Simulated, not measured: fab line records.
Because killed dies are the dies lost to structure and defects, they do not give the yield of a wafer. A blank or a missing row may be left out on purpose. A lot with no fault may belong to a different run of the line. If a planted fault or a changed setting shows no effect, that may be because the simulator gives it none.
Problem report, 8D (eight disciplines) form, completed by code / flow gf180mcu / the parts of the form that need people (team, actions taken, sign-off) are left out

## 1. THE ISSUE
Wafers free of any fault read 1196 ohm/sq (standard deviation 3.1) for LVPWELL_RS at GF_VT_IMPLANT_RS_MEAS_48, against a mean of 1168 ohm/sq on 9 wafers of 3 lots. That is -9.1 standard deviations from the usual mean.
The step: measures by four-point-probe.
First seen on wafer L545.1, day 8 14:32, on film_metro-02. At this step, 36 wafers from 12 lots have a number in the record. Rule for "out", or "out of limits": more than 4 standard deviations from the usual mean. The other wafers with a number count as sound.

## 2. WHAT THIS IS AND IS NOT
question=which readings at this step | is=LVPWELL_RS | is not=-
question=which lots | is=L545, L546, L547 | is not=L541, L542, L543, L553, L559, L560, L561, L563, L564
question=which wafers of those lots | is=all that have a number | is not=-
question=read on which gauges | is=film_metro-02, film_metro-03 | is not=film_metro-04
question=when | is=from day 8 14:32 | is not=up to then (9 sound wafers); but 18 sound wafers of L553, L559, L560, L561, L563, L564 came after

## 3. WHAT RULES OUT EACH SUSPECT
Counting: any tool at a process step up to the reading is kept as a suspect provided that every lot that is out went through it and no sound lot did after the first of them.
- the gauge at GF_VT_IMPLANT_RS_MEAS_48 has been ruled out. Those wafers that are out were read across 2 gauges (film_metro-02, film_metro-03).
- implanter-02 at GF_LVPWELL_IMPLANT_09: kept. Every lot that is out went through it, starting with L545 (day 4 18:55), and after that it ran no sound lot; the last sound lot it ran before then is L543 (day 4 07:30). On those wafers its own readings are out: tilt_deg.
After counting, what remains is implanter-02 at GF_LVPWELL_IMPLANT_09.

## 4. THE CAUSE (what the simulator had put in)
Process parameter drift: implanter-02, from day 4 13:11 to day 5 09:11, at GF_LVPWELL_IMPLANT_09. Setting tilt_deg shifted by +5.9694 from 0. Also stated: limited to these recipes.
This tool alone remained once counting was done.

## 5. THE EFFECT CHAIN, in route order
Each row: a reading where the mean over the struck wafers with a number is more than 3 standard deviations away from the usual. Only readings whose record carries a usual standard deviation are examined. hours: median over the lots of the time between each lot's start at the first step of this table that gives one and its start at this step. sigmas: the change, counted in usual standard deviations.
hours=0; step=GF_LVPWELL_IMPLANT_09; reading=tilt_deg; usual=-0.004 degrees; on struck wafers=5.974; change=+5.978; sigmas=+99 or more
hours=94; step=GF_VT_IMPLANT_RS_MEAS_48; reading=LVPWELL_RS; usual=1196 ohm/sq; on struck wafers=1168; change=-28; sigmas=-9.1
Here are the process steps it includes:
- GF_LVPWELL_IMPLANT_09

## 6. WHAT WOULD HAVE CAUGHT IT SOONER
97 hours passed between the start of the fault at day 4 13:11 and the first reading out of limits at a measuring or inspecting step in this record, taken at day 8 14:32.
The tool's own readings at GF_LVPWELL_IMPLANT_09 were out on every struck wafer that the step has a row for (tilt_deg): an alarm limit on them would have fired on the first of those.
Lots out: 3; all had begun GF_LVPWELL_IMPLANT_09 on implanter-02 by day 8 14:32. Had the tool been put on hold then, not one of them would have been saved.
